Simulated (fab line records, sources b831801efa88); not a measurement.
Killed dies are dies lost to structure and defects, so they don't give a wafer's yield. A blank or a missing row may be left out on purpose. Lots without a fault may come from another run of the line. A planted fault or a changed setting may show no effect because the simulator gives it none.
Chamber matching | flow sky130 | SKY_VIA2_CMP_02 on cmp-02: 4 sister chambers
The step polishes SiO2. 33 wafers are shown with their chamber, then 12 later ones without.

WAFERS WITH THEIR CHAMBER
wafer  | chamber | motor_current_A (A)
L074.1 | 3       | 15.0
L074.5 | 0       | 11.4
L074.6 | 1       | 13.7
L075.3 | 2       | 11.0
L075.4 | 3       | 14.3
L075.5 | 0       | 10.6
L078.1 | 0       | 10.9
L078.2 | 2       | 11.7
L078.4 | 1       | 12.6
L080.1 | 2       | 11.7
L080.2 | 0       | 10.2
L080.5 | 3       | 14.3
L081.2 | 1       | 13.5
L081.3 | 0       | 10.9
L081.5 | 0       | 10.9
L084.4 | 0       | 10.9
L084.5 | 1       | 12.7
L084.6 | 0       | 11.3
L086.2 | 3       | 14.5
L086.4 | 0       | 10.6
L086.5 | 2       | 11.4
L087.1 | 1       | 13.4
L087.3 | 3       | 14.3
L087.4 | 0       | 10.3
L089.3 | 2       | 11.2
L089.5 | 1       | 13.3
L089.6 | 0       | 10.5
L090.3 | 3       | 14.4
L090.5 | 3       | 14.3
L090.6 | 0       | 11.2
L091.1 | 2       | 11.9
L091.3 | 1       | 13.7
L091.6 | 2       | 11.4

SIGNATURES (means of the wafers above)
reading         | chamber 0 | chamber 1 | chamber 2 | chamber 3 | scatter within a chamber
motor_current_A | 10.808    | 13.271    | 11.471    | 14.443    | 0.362
Rule: a wafer's distance from a chamber is the root of the sum, over the readings, of the square of ((its reading less the chamber's mean) divided by the reading's scatter). The wafer belongs to the nearest chamber; if the next one is less than 2 further off, it can't be placed. The scatter: the root of (the sum of the squares of (reading less its chamber's mean) over the shown wafers, divided by (wafers less chambers)).

WAFERS WITHOUT THEIR CHAMBER
wafer  | motor_current_A (A)
L092.3 | 13.9
L092.5 | 10.6
L092.6 | 13.1
L094.1 | 15.1
L094.3 | 11.4
L094.6 | 10.9
L095.1 | 12.9
L095.4 | 11.2
L095.5 | 13.7
L096.2 | 10.5
L096.3 | 11.1
L096.6 | 13.3

WHICH CHAMBER EACH WENT THROUGH
wafer  | from the rows above     | in truth
L092.3 | can't be placed: 3 or 1 | 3
L092.5 | can't be placed: 0 or 2 | 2
L092.6 | 1                       | 1
L094.1 | 3                       | 3
L094.3 | can't be placed: 2 or 0 | 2
L094.6 | can't be placed: 0 or 2 | 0
L095.1 | 1                       | 1
L095.4 | can't be placed: 2 or 0 | 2
L095.5 | can't be placed: 1 or 3 | 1
L096.2 | can't be placed: 0 or 2 | 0
L096.3 | can't be placed: 0 or 2 | 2
L096.6 | 1                       | 1
Placed correctly: 4 of 12. Can't be placed from these rows: 8 (the true chamber is among the candidates in 8). Placed wrongly: 0.
